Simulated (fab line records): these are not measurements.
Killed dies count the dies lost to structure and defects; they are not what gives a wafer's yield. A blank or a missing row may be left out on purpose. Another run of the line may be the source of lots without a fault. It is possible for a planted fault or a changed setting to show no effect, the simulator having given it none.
Check for tools in common + flow gf180mcu + 13 lots, 39 wafers sampled

WHAT PROMPTED THE OPENING
On 1 of the 13 lots, a flag is raised at GF_HV_LDD_CD_MEAS_07 on the reading cdNm. No-fault wafers: 400.5 nm, standard deviation 2.1.
Rule: flag the lot when none of its wafers has a number, or when each of its wafers that has one lies beyond 4 standard deviations from that mean. The other lots count as sound.

| lot  | measured     | on       | cdNm (nm), wafer by wafer | flag    |
|------|--------------|----------|---------------------------|---------|
| L291 | day 10 02:14 | cdSem-02 | 397.3 396.3 396.8         |         |
| L292 | day 10 10:32 | cdSem-02 | 399.9 399.4 402.9         |         |
| L299 | day 12 12:34 | cdSem-02 | 321.1 321.7 321.8         | FLAGGED |
| L302 | day 13 08:50 | cdSem-02 | 403.6 399.7 400.3         |         |
| L304 | day 14 00:17 | cdSem-01 | 400.7 399.4 398.8         |         |
| L305 | day 14 09:32 | cdSem-01 | 399.6 400.0 402.0         |         |
| L307 | day 14 21:07 | cdSem-02 | 400.5 400.0 397.6         |         |
| L308 | day 15 07:12 | cdSem-01 | 398.3 400.9 398.2         |         |
| L309 | day 15 12:52 | cdSem-02 | 399.8 396.8 399.4         |         |
| L311 | day 16 05:26 | cdSem-01 | 402.3 400.7 399.6         |         |
| L312 | day 16 16:23 | cdSem-01 | 398.9 398.9 398.3         |         |
| L313 | day 16 18:10 | cdSem-01 | 407.2 404.5 407.5         |         |
| L314 | day 17 05:07 | cdSem-01 | 400.7 398.9 401.4         |         |
On average the flagged lots' numbers are 321.5 nm, which is -79.0 nm against the usual, or -38 standard deviations.

WHICH TOOL EACH LOT WENT THROUGH
The record keeps 1 process step preceding the reading, out of 602 steps on the route. Cell contents, in order: the tool; ch with the chambers the sampled wafers went through; the start.
| lot  | flag    | GF_HV_LDD_EXPOSE_04                |
|------|---------|------------------------------------|
| L291 |         | ilineStepper-01 ch 0, day 9 17:44  |
| L292 |         | ilineStepper-02 ch 0, day 10 01:25 |
| L299 | FLAGGED | ilineStepper-01 ch 0, day 12 02:57 |
| L302 |         | ilineStepper-02 ch 0, day 12 23:14 |
| L304 |         | ilineStepper-02 ch 0, day 13 14:32 |
| L305 |         | ilineStepper-01 ch 0, day 13 23:22 |
| L307 |         | ilineStepper-01 ch 0, day 14 11:13 |
| L308 |         | ilineStepper-01 ch 0, day 14 20:13 |
| L309 |         | ilineStepper-02 ch 0, day 15 01:41 |
| L311 |         | ilineStepper-01 ch 0, day 15 18:26 |
| L312 |         | ilineStepper-01 ch 0, day 16 05:38 |
| L313 |         | ilineStepper-02 ch 0, day 16 07:31 |
| L314 |         | ilineStepper-01 ch 0, day 16 17:59 |
These steps, and what they do:
- GF_HV_LDD_EXPOSE_04: exposes mask Nplus LV AREA, target cd 400 nm.
- GF_HV_LDD_CD_MEAS_07: target cd 400 nm.

FLAGGED AGAINST TOTAL, ONE TOOL AT A TIME (gauges that did the reading follow at the end)
| step                 | tool            | lots run | flagged | share of the flagged lots | sound lots run after its first flagged lot |
|----------------------|-----------------|----------|---------|---------------------------|--------------------------------------------|
| GF_HV_LDD_EXPOSE_04  | ilineStepper-01 | 8        | 1       | all                       | 6 (L305,L307,L308,L311,L312,L314)          |
| GF_HV_LDD_EXPOSE_04  | ilineStepper-02 | 5        | 0       | none                      | -                                          |
| GF_HV_LDD_CD_MEAS_07 | cdSem-01        | 7        | 0       | none                      | -                                          |
| GF_HV_LDD_CD_MEAS_07 | cdSem-02        | 6        | 1       | all                       | 3 (L302,L307,L309)                         |

THE TABLE: WHAT IT ALLOWS
Table rows that saw every flagged lot: 2, namely ilineStepper-01 at GF_HV_LDD_EXPOSE_04 and cdSem-02 at GF_HV_LDD_CD_MEAS_07.
- ilineStepper-01 at GF_HV_LDD_EXPOSE_04: 1 of its 8 lots flagged. After the first flagged lot (L305, L307, L308, L311, L312, L314), sound lots still ran on it; a lasting fault on the whole tool would not permit that.
- cdSem-02 at GF_HV_LDD_CD_MEAS_07: 1 of its 6 lots flagged. After the first flagged lot (L302, L307, L309), sound lots still ran on it; a lasting fault on the whole tool would not permit that.
There is no row in the table that ran each flagged lot and no sound lot after the first.

WHAT THE SIMULATOR HAD PUT IN
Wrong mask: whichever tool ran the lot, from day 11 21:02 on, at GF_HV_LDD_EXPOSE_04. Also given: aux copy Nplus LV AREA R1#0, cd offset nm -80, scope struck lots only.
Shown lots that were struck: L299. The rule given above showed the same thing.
